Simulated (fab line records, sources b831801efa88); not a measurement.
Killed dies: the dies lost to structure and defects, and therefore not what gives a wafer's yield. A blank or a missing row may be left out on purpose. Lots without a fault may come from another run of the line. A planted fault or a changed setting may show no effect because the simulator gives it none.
One fault through the eyes of 2 desks	flow sky130	every desk sees just its own numbers, and what lay behind them comes last

## FOR THE TOOL OWNER'S DESK: implanter-03
SKY_LDD_N_IMPLANT_11, tool's own readings: per-lot mean of the sampled wafers with a number, covering each lot this tool ran. Any lot whose mean is over 4 standard deviations away from the usual mean is out of limits and marked OUT; that distance is given in the brackets.
Columns: A = beam-energy-keV at SKY_LDD_N_IMPLANT_11, usual 20.001; B = end-station-pressure-torr at SKY_LDD_N_IMPLANT_11, usual 5.34e-06 Torr; C = faraday-current-uA at SKY_LDD_N_IMPLANT_11, usual 423
lot	first seen here	A	B	C
L964	day 18 20:17	20.003	5.35e-06	425
L974	day 22 22:49	21.722 (+99 or more) OUT	5.26e-06	421
L978	day 23 22:12	21.729 (+99 or more) OUT	5.18e-06	426
This desk's finding: out of limits on L974, L978; first on L974, day 22 22:49 (beam-energy-keV at SKY_LDD_N_IMPLANT_11). Within limits: L964.

## METROLOGY DESK
What the gauges read, lot by lot, whatever tool the lot ran on: means of the sampled wafers that have a number. Any lot whose mean is over 4 standard deviations away from the usual mean is out of limits and marked OUT; that distance is given in the brackets.
Columns: A = cd-nm at SKY_POLY_GATE_CD_MEAS_22, usual 149.7 nm; B = LDD_N_OVL at SKY_LDD_N_OVL_MEAS_07, usual 0.0 nm
lot	first seen here	A	B
L962	day 17 04:17	152.5	-1.7
L964	day 17 14:48	151.3	1.0
L974	day 21 15:20	150.6	-0.9
L976	day 21 23:44	148.0	-1.2
L978	day 22 14:49	149.5	-0.4
L979	day 23 08:55	150.0	-1.9
Finding of this desk: none of the 6 lots has anything out of limits.

## TAKEN TOGETHER
At day 22 22:49, on L974, L978, the tool owner's desk was in a position to raise an alarm.
Nothing out of limits was seen by the metrology desk.
The metrology desk holds a record of L974, L978, inside its limits.
Of the lots named, all ran SKY_LDD_N_IMPLANT_11 on implanter-03.

## WHAT WAS PUT IN BY THE SIMULATOR
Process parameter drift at SKY_LDD_N_IMPLANT_11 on implanter-03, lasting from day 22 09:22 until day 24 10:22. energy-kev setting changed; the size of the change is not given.
Struck lots among those shown: L974, L978.
Each desk's first reading out of limits, in hours after the fault started: the tool owner's desk, 13.
